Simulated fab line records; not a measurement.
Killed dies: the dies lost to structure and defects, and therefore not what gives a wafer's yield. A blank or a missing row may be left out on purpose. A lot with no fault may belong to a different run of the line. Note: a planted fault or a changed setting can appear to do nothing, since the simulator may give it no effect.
Matching of chambers / flow gf180mcu / pecvd-04 running GF_V4_CVD_02: 3 sister chambers
The step deposits SiO2 from TEOS, target thk 850 nm, time 94.851 s. 6 wafers are shown with their chamber, then 7 later ones without.

== EACH WAFER AND ITS CHAMBER ==
wafer=L771.2; chamber=0; heater-power-w (W)=819
wafer=L773.2; chamber=1; heater-power-w (W)=739
wafer=L773.4; chamber=2; heater-power-w (W)=630
wafer=L773.6; chamber=1; heater-power-w (W)=767
wafer=L774.1; chamber=2; heater-power-w (W)=721
wafer=L774.2; chamber=0; heater-power-w (W)=723

== WAFERS WITHOUT THEIR CHAMBER ==
wafer=L774.4; heater-power-w (W)=655
wafer=L782.1; heater-power-w (W)=807
wafer=L782.3; heater-power-w (W)=835
wafer=L782.6; heater-power-w (W)=724
wafer=L784.1; heater-power-w (W)=778
wafer=L784.2; heater-power-w (W)=756
wafer=L784.3; heater-power-w (W)=822

== THE CHAMBER EACH PASSED THROUGH ==
wafer=L774.4; from the rows above=can't be placed: 2 or 1 or 0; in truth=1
wafer=L782.1; from the rows above=can't be placed: 0 or 1 or 2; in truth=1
wafer=L782.3; from the rows above=can't be placed: 0 or 1 or 2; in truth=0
wafer=L782.6; from the rows above=can't be placed: 1 or 0 or 2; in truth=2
wafer=L784.1; from the rows above=can't be placed: 0 or 1 or 2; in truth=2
wafer=L784.2; from the rows above=can't be placed: 1 or 0 or 2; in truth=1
wafer=L784.3; from the rows above=can't be placed: 0 or 1 or 2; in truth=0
Correctly placed: 0 of 7. From these rows, 7 cannot be placed; in 7 the true chamber is one of the candidates. Number placed wrongly: 0.
How it was worked out, from the rows above alone: a wafer's distance from a chamber is the root of the sum, over the readings, of the square of ((its reading less the chamber's mean) divided by the reading's scatter). The wafer belongs to the nearest chamber; if the next one is less than 2 further off, it can't be placed. For every chamber, the mean is computed from those of its wafers that are shown. The scatter: take each reading less its chamber's mean, square it, sum over the shown wafers, divide by the number of wafers less the number of chambers, and take the root.
